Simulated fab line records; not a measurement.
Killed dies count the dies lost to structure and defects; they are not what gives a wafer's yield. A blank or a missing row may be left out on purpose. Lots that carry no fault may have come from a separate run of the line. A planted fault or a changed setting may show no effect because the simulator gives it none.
A single fault, viewed from 2 desks -- flow gf180mcu -- numbers are kept per desk, each desk with only its own; the story behind them comes last

## THE TOOL OWNER'S DESK: rie-si-02
The tool's own readings at GF_POLY_GATE_ETCH_13 (etches poly-Si in HBr/Cl2, stops on SiO2, target depth 198.5 nm, time 69.6 s): means of the sampled wafers that have a number, for each lot that ran on this tool. Any lot whose mean is over 4 standard deviations away from the usual mean is out of limits and marked OUT; that distance is given in the brackets.
Columns: A = drypump-motor-current-A at GF_POLY_GATE_ETCH_13, usual 5.6 A; B = oes-product-au at GF_POLY_GATE_ETCH_13, usual 0.994 a.u.; C = rf-fwd-power-W at GF_POLY_GATE_ETCH_13, usual 396.6 W; D = throttle-valve-pct at GF_POLY_GATE_ETCH_13, usual 33.684 %
lot,first seen here,A,B,C,D
L831,day 10 05:29,6.1,1.002,397.1,33.680
L832,day 10 15:47,6.2,0.992,397.1,33.689
L843,day 13 14:44,5.6,0.826 (-20) OUT,397.5,33.676
L845,day 14 08:13,5.9,0.823 (-20) OUT,396.0,33.687
This desk's finding: out of limits on L843, L845; first on L843, day 13 14:44 (oes-product-au at GF_POLY_GATE_ETCH_13). Within limits: L831, L832.

## METROLOGY DESK
What the gauges read for every lot (on any tool): the sampled wafers with a number, averaged. Any lot whose mean is over 4 standard deviations away from the usual mean is out of limits and marked OUT; that distance is given in the brackets.
Columns: A = cd-nm at GF_POLY_GATE_CD_MEAS_18, usual 279.3 nm
lot,first seen here,A
L828,day 9 06:54,278.7
L829,day 9 16:10,279.8
L830,day 10 00:30,279.3
L831,day 10 07:02,278.2
L832,day 10 17:20,278.0
L834,day 11 02:49,280.5
L835,day 11 07:08,278.0
L836,day 11 11:21,281.0
L839,day 12 14:37,279.5
L843,day 13 16:15,280.2
L845,day 14 11:22,280.8
L848,day 15 08:03,281.0
L850,day 16 03:04,280.1
This desk's finding: nothing out of limits on any of the 13 lots.

## PUT TOGETHER
At day 13 14:44, on L843, L845, the tool owner's desk was in a position to raise an alarm.
Metrology desk: nothing out of limits seen.
The metrology desk holds a record of L843, L845, inside its limits.
Of the lots named, all ran GF_POLY_GATE_ETCH_13 on rie-si-02.

## WHAT THE SIMULATOR HAD INSERTED
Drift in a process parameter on rie-si-02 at GF_POLY_GATE_ETCH_13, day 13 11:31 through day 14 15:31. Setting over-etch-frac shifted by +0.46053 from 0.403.
Shown lots that were struck: L843, L845.
Hours from the fault's start to each desk's first reading out of limits: the tool owner's desk, 3.
